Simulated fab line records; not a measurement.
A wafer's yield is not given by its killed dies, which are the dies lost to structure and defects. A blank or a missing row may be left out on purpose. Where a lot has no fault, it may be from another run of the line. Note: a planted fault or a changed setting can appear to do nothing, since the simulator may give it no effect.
Which tool did it? ; flow sky130 ; Sampling: 13 lots, 39 wafers, 3 of 708 route steps

WHAT EACH GAUGE READ, for each wafer
SKY_METAL4_CD_MEAS_13: target cd 300 nm.
lot;measured;on;cd-nm (nm)
L889;day 43 13:46;cd-sem-02;301.3 301.1 301.7
L891;day 43 22:32;cd-sem-01;299.2 300.8 299.3
L892;day 44 07:16;cd-sem-01;298.4 298.9 298.2
L893;day 44 07:59;cd-sem-02;301.4 300.7 299.8
L894;day 44 10:25;cd-sem-02;303.2 302.7 304.7
L898;day 44 10:52;cd-sem-01;298.2 299.8 299.1
L897;day 44 11:10;cd-sem-02;300.7 300.7 300.8
L899;day 44 12:42;cd-sem-01;300.0 300.1 298.9
L903;day 48 23:50;cd-sem-02;299.3 299.1 299.2
L907;day 49 10:28;cd-sem-01;300.6 300.6 301.1
L906;day 49 11:58;cd-sem-02;301.6 299.8 300.0
L909;day 49 12:19;cd-sem-02;301.6 301.2 301.0
L910;day 49 13:52;cd-sem-02;297.1 298.0 298.8

SKY_METAL4_OVL_MEAS_14.
lot;measured;on;METAL4_OVL (nm)
L889;day 43 13:53;overlay-01;-2 7 2
L891;day 43 22:39;overlay-02;2 -1 -7
L892;day 44 07:22;overlay-02;5 1 -6
L893;day 44 08:06;overlay-01;1 3 5
L894;day 44 10:32;overlay-01;4 -3 1
L898;day 44 10:58;overlay-02;9 7 8
L897;day 44 11:17;overlay-01;-3 -3 -9
L899;day 44 12:49;overlay-01;2 1 6
L903;day 48 23:57;overlay-01;-5 -6 -10
L907;day 49 10:35;overlay-02;4 0 -3
L906;day 49 12:04;overlay-01;-2 0 2
L909;day 49 12:26;overlay-01;5 9 6
L910;day 49 13:56;overlay-02;14 4 14

WHICH TOOL RAN EACH LOT (tool, then ch and the chambers of the sampled wafers, then the start)
lot;SKY_METAL3_SPUTTER_02
L889;pvd-sputter-01, day 38 01:38
L891;pvd-sputter-03, day 38 10:22
L892;pvd-sputter-03, day 38 20:14
L893;pvd-sputter-01, day 38 21:01
L894;pvd-sputter-01, day 38 23:41
L898;pvd-sputter-02, day 39 01:07
L897;pvd-sputter-01, day 39 01:27
L899;pvd-sputter-03, day 39 03:46
L903;pvd-sputter-02, day 44 06:24
L907;pvd-sputter-03, day 44 20:07
L906;pvd-sputter-03, day 44 22:48
L909;pvd-sputter-01, day 44 23:28
L910;pvd-sputter-01, day 45 01:18
- SKY_METAL3_SPUTTER_02: material AlCu, target thk 735 nm, time 39.1 s.

WHAT THE TOOLS THEMSELVES READ (means of the sampled wafers that have a number; where no wafer has one, the mark that the record gives instead)
SKY_METAL3_SPUTTER_02.
lot;tool;throttle-valve-pct (%)
L889;pvd-sputter-01;28.9
L891;pvd-sputter-03;29.2
L892;pvd-sputter-03;29.4
L893;pvd-sputter-01;28.7
L894;pvd-sputter-01;29.0
L898;pvd-sputter-02;29.8
L897;pvd-sputter-01;28.6
L899;pvd-sputter-03;29.6
L903;pvd-sputter-02;29.6
L907;pvd-sputter-03;29.8
L906;pvd-sputter-03;29.8
L909;pvd-sputter-01;28.8
L910;pvd-sputter-01;28.6

THE ANSWER, worked out from the rows above alone
Rule: the lots themselves supply what counts as usual. Put in order of their means at a reading, lots are off if they are a third of the lots or fewer, leave a main group of 4 or more, and stand apart from it by a gap of 3 or more times the standard deviation of the main group's means; of several such gaps the widest counts. A main group is skipped when, at the precision printed for the reading in the tables above, its means are all equal. A lot without any number at a reading at which 4 lots or more have one is off too. Where the step has rows for the other lots, those lots are counted as sound. Order of review: gauges by route order, followed by the tools' own readings, for which a lot's mean as printed above is used. The first step at which some lot is off is used, and at that step the reading that is off furthest; a lot without a number counts as furthest.
None of the lots is off at any reading shown; this tells nothing.

WHAT THE SIMULATOR HAD INSERTED
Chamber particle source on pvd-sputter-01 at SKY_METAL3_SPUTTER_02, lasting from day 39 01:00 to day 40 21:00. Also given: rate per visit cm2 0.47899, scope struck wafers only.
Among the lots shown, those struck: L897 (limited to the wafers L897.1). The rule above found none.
